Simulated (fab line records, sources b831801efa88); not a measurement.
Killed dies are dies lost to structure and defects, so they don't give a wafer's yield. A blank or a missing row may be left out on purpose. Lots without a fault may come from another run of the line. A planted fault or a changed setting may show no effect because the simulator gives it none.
Chamber matching | flow sky130 | SKY_VIA1_ETCH_14 on rie_diel-01: 4 sister chambers
The step etches BARC in N2/H2, stops on SiO2, time 45.9 s, target depth 60 nm. 18 wafers are shown with their chamber, then 9 later ones without.

WAFERS WITH THEIR CHAMBER
wafer  | chamber | drypump_motor_current_A (A) | h2_flow_sccm (sccm) | oes_product_au (a.u.)
L112.3 | 0       | 5.8                         | 200.6               | 0.859
L112.4 | 1       | 6.1                         | 201.1               | 0.862
L112.5 | 0       | 5.8                         | 200.5               | 0.853
L113.2 | 2       | 5.4                         | 199.4               | 0.856
L113.3 | 3       | 5.0                         | 200.0               | 0.845
L113.5 | 3       | 4.9                         | 200.7               | 0.855
L115.2 | 2       | 5.4                         | 200.3               | 0.859
L115.5 | 2       | 5.4                         | 199.4               | 0.858
L115.6 | 1       | 6.1                         | 199.7               | 0.864
L118.1 | 2       | 5.4                         | 200.3               | 0.848
L118.2 | 1       | 6.1                         | 200.2               | 0.854
L118.6 | 1       | 6.1                         | 200.7               | 0.856
L119.3 | 3       | 4.9                         | 199.6               | 0.851
L119.5 | 2       | 5.5                         | 199.7               | 0.847
L119.6 | 1       | 6.1                         | 200.3               | 0.849
L122.2 | 0       | 5.8                         | 200.6               | 0.853
L122.3 | 1       | 6.1                         | 200.3               | 0.865
L122.6 | 0       | 5.8                         | 201.3               | 0.847

SIGNATURES (means of the wafers above)
reading                 | chamber 0 | chamber 1 | chamber 2 | chamber 3 | scatter within a chamber
drypump_motor_current_A | 5.800     | 6.100     | 5.420     | 4.933     | 0.0324
h2_flow_sccm            | 200.750   | 200.383   | 199.820   | 200.100   | 0.462
oes_product_au          | 0.85300   | 0.85833   | 0.85360   | 0.85033   | 0.00569
Rule: a wafer's distance from a chamber is the root of the sum, over the readings, of the square of ((its reading less the chamber's mean) divided by the reading's scatter). The wafer belongs to the nearest chamber; if the next one is less than 2 further off, it can't be placed. The scatter: the root of (the sum of the squares of (reading less its chamber's mean) over the shown wafers, divided by (wafers less chambers)).

WAFERS WITHOUT THEIR CHAMBER
wafer  | drypump_motor_current_A (A) | h2_flow_sccm (sccm) | oes_product_au (a.u.)
L123.2 | 6.2                         | 199.9               | 0.849
L123.3 | 5.8                         | 200.5               | 0.851
L123.5 | 5.0                         | 199.8               | 0.851
L130.2 | 6.1                         | 200.5               | 0.859
L130.4 | 5.5                         | 198.7               | 0.841
L130.6 | 4.9                         | 199.8               | 0.857
L132.3 | 6.1                         | 199.7               | 0.858
L132.4 | 5.4                         | 199.6               | 0.854
L132.5 | 6.1                         | 199.9               | 0.844

WHICH CHAMBER EACH WENT THROUGH
wafer  | from the rows above | in truth
L123.2 | 1                   | 1
L123.3 | 0                   | 0
L123.5 | 3                   | 3
L130.2 | 1                   | 1
L130.4 | 2                   | 2
L130.6 | 3                   | 3
L132.3 | 1                   | 1
L132.4 | 2                   | 2
L132.5 | 1                   | 1
Placed correctly: 9 of 9. Can't be placed from these rows: 0. Placed wrongly: 0.
